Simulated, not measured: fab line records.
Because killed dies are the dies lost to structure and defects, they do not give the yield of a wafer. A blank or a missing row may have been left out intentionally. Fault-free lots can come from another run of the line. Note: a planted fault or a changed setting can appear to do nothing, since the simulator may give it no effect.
Which tool is to blame? + flow sky130 + 10 lots with 30 wafers sampled at 6 steps, on a route of 708 steps

== WHAT EACH GAUGE READ, for each wafer ==
SKY_CAP2M_RS_MEAS_03: measurement is done with a four-point probe.
| lot  | measured     | on            | CAP2M_TIN_RS (ohm/sq)         |
|------|--------------|---------------|-------------------------------|
| L962 | day 39 08:13 | film-metro-03 | 6.83 6.85 6.95                |
| L963 | day 40 01:28 | film-metro-03 | 6.95 6.82 6.83                |
| L968 | day 42 08:26 | film-metro-03 | 6.13 6.05 6.08 6.13 6.06 6.07 |
| L971 | day 42 13:32 | film-metro-01 | 6.09 6.08 6.08 6.11 6.09 6.08 |
| L973 | day 42 19:12 | film-metro-04 | 6.95 6.93 6.92                |
| L976 | day 43 12:41 | film-metro-01 | 6.93 6.86 6.89                |
| L981 | day 45 06:29 | film-metro-01 | 6.87 6.84 6.91                |
| L982 | day 45 09:10 | film-metro-04 | 6.90 6.86 6.93                |
| L983 | day 45 12:10 | film-metro-04 | 6.98 6.95 7.02                |
| L985 | day 47 02:11 | film-metro-03 | 6.82 6.96 6.97                |

SKY_CAP2M_THK_MEAS_04: measures by xrf.
| lot  | measured     | on            | CAP2M_TIN_THK (nm)                  |
|------|--------------|---------------|-------------------------------------|
| L962 | day 39 08:19 | film-metro-03 | 204.3 204.4 201.4                   |
| L963 | day 40 01:35 | film-metro-03 | 202.1 205.6 204.7                   |
| L968 | day 42 11:09 | film-metro-03 | 226.0 228.9 227.9 227.1 229.3 229.5 |
| L971 | day 42 18:33 | film-metro-01 | 226.5 228.3 228.7 226.8 227.5 228.4 |
| L973 | day 42 19:19 | film-metro-04 | 199.6 199.5 200.7                   |
| L976 | day 43 12:49 | film-metro-01 | 201.3 202.4 202.4                   |
| L981 | day 45 06:37 | film-metro-01 | 202.6 203.3 199.9                   |
| L982 | day 45 09:17 | film-metro-04 | 201.5 202.7 200.9                   |
| L983 | day 45 12:17 | film-metro-04 | 199.6 199.4 199.0                   |
| L985 | day 47 02:18 | film-metro-03 | 205.7 201.4 200.3                   |

== TOOL THAT RAN EACH LOT (tool first, then ch and the chambers of the sampled wafers, then the start) ==
| lot  | SKY_VIA3_CMP_02               | SKY_VIA3_SPUTTER_20          | SKY_METAL4_SPUTTER_00        | SKY_CAP2M_SPUTTER_02         |
|------|-------------------------------|------------------------------|------------------------------|------------------------------|
| L962 | cmp-01 ch 0,2, day 38 04:50   | pvd-sputter-01, day 39 06:58 | pvd-sputter-04, day 39 07:51 | pvd-sputter-01, day 39 08:05 |
| L963 | cmp-02 ch 0,3, day 38 23:05   | pvd-sputter-04, day 40 00:28 | pvd-sputter-03, day 40 01:08 | pvd-sputter-04, day 40 01:22 |
| L968 | cmp-01 ch 0,1,3, day 41 07:41 | pvd-sputter-04, day 42 07:22 | pvd-sputter-02, day 42 08:02 | pvd-sputter-01, day 42 08:17 |
| L971 | cmp-02 ch 0,2,3, day 41 12:23 | pvd-sputter-04, day 42 12:30 | pvd-sputter-02, day 42 13:10 | pvd-sputter-01, day 42 13:25 |
| L973 | cmp-02 ch 0,2, day 41 17:52   | pvd-sputter-02, day 42 18:11 | pvd-sputter-04, day 42 18:52 | pvd-sputter-03, day 42 19:06 |
| L976 | cmp-02 ch 1,2,3, day 42 11:57 | pvd-sputter-02, day 43 11:05 | pvd-sputter-04, day 43 12:20 | pvd-sputter-03, day 43 12:35 |
| L981 | cmp-02 ch 0,1,2, day 44 06:22 | pvd-sputter-04, day 45 05:29 | pvd-sputter-04, day 45 06:08 | pvd-sputter-03, day 45 06:23 |
| L982 | cmp-02 ch 2,3, day 44 08:53   | pvd-sputter-04, day 45 07:40 | pvd-sputter-03, day 45 08:49 | pvd-sputter-04, day 45 09:04 |
| L983 | cmp-02 ch 0,1,2, day 44 11:46 | pvd-sputter-04, day 45 11:09 | pvd-sputter-02, day 45 11:49 | pvd-sputter-03, day 45 12:03 |
| L985 | cmp-02 ch 0,3, day 46 04:02   | pvd-sputter-04, day 47 01:10 | pvd-sputter-03, day 47 01:49 | pvd-sputter-04, day 47 02:04 |
- SKY_VIA3_CMP_02: polishes SiO2.
- SKY_VIA3_SPUTTER_20: material TiN, target thk 20 nm, time 80 s.
- SKY_METAL4_SPUTTER_00: material Ti, target thk 15 nm, time 10 s.
- SKY_CAP2M_SPUTTER_02: material TiN, target thk 200 nm, time 166.7 s.

== AS READ BY THE TOOLS THEMSELVES (means over the sampled wafers that have a number; for cases with no such wafer, the mark the record gives instead) ==
SKY_VIA3_CMP_02.
| lot  | tool   | motor-current-A (A) |
|------|--------|---------------------|
| L962 | cmp-01 | 11.3                |
| L963 | cmp-02 | 12.4                |
| L968 | cmp-01 | 12.2                |
| L971 | cmp-02 | 12.3                |
| L973 | cmp-02 | 12.8                |
| L976 | cmp-02 | 13.1                |
| L981 | cmp-02 | 12.7                |
| L982 | cmp-02 | 13.0                |
| L983 | cmp-02 | 12.8                |
| L985 | cmp-02 | 12.3                |

SKY_VIA3_SPUTTER_20.
| lot  | tool           | throttle-valve-pct (%) |
|------|----------------|------------------------|
| L962 | pvd-sputter-01 | 30.9                   |
| L963 | pvd-sputter-04 | 30.9                   |
| L968 | pvd-sputter-04 | 29.1                   |
| L971 | pvd-sputter-04 | 29.6                   |
| L973 | pvd-sputter-02 | 29.9                   |
| L976 | pvd-sputter-02 | 29.8                   |
| L981 | pvd-sputter-04 | 31.0                   |
| L982 | pvd-sputter-04 | 30.3                   |
| L983 | pvd-sputter-04 | 30.3                   |
| L985 | pvd-sputter-04 | 30.0                   |

SKY_METAL4_SPUTTER_00.
| lot  | tool           | throttle-valve-pct (%) |
|------|----------------|------------------------|
| L962 | pvd-sputter-04 | 31.4                   |
| L963 | pvd-sputter-03 | 29.4                   |
| L968 | pvd-sputter-02 | 29.8                   |
| L971 | pvd-sputter-02 | 29.7                   |
| L973 | pvd-sputter-04 | 30.1                   |
| L976 | pvd-sputter-04 | 30.2                   |
| L981 | pvd-sputter-04 | 30.8                   |
| L982 | pvd-sputter-03 | 29.4                   |
| L983 | pvd-sputter-02 | 29.7                   |
| L985 | pvd-sputter-03 | 29.5                   |

SKY_CAP2M_SPUTTER_02.
| lot  | tool           | substrate-temp-c (C) | throttle-valve-pct (%) |
|------|----------------|----------------------|------------------------|
| L962 | pvd-sputter-01 | 299.92               | 31.0                   |
| L963 | pvd-sputter-04 | 300.10               | 30.9                   |
| L968 | pvd-sputter-01 | 300.09               | 30.5                   |
| L971 | pvd-sputter-01 | 299.89               | 30.5                   |
| L973 | pvd-sputter-03 | 299.81               | 29.1                   |
| L976 | pvd-sputter-03 | 299.87               | 29.3                   |
| L981 | pvd-sputter-03 | 300.01               | 29.4                   |
| L982 | pvd-sputter-04 | 300.07               | 29.7                   |
| L983 | pvd-sputter-03 | 299.99               | 29.3                   |
| L985 | pvd-sputter-04 | 300.08               | 29.7                   |

== THE ANSWER, worked out from the rows above alone ==
Rule: the usual values come from the lots themselves. The widest of any qualifying gaps counts: lots, ordered by their means at a reading, are off when they make up no more than a third of the lots, leave a main group of 4 or more, and stand apart from it by 3 or more times the standard deviation of that group's means. The tables above print the reading to a certain number of digits; a main group whose means all agree to those digits is not used. A lot without any number at a reading at which 4 lots or more have one is off too. The other lots that the step has rows for count as sound. Order of review: gauges by route order, followed by the tools' own readings, for which a lot's mean as printed above is used. At the first step where some lot is off, the reading lying furthest off is the one used; lots without a number count as furthest.
Off: L968, L971, seen at SKY_CAP2M_RS_MEAS_03 (CAP2M_TIN_RS). For the main group the mean is 6.91 ohm/sq and the standard deviation 0.036.
If a tool, at a process step before that reading, ran all the lots that are off and no sound lot after the first of them, it fits. Those tools and the gauges at SKY_CAP2M_RS_MEAS_03 are tried in the same way. One fits: pvd-sputter-01 at SKY_CAP2M_SPUTTER_02. A fault onset in the window from L962 (day 39 08:05, its last sound lot) to L968 (day 42 08:17, its first lot off) fits.

== WHAT THE SIMULATOR PUT IN ==
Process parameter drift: pvd-sputter-01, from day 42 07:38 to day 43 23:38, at SKY_CAP2M_SPUTTER_02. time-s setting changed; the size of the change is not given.
Struck lots among those shown: L968, L971. The rule given above showed the same thing.
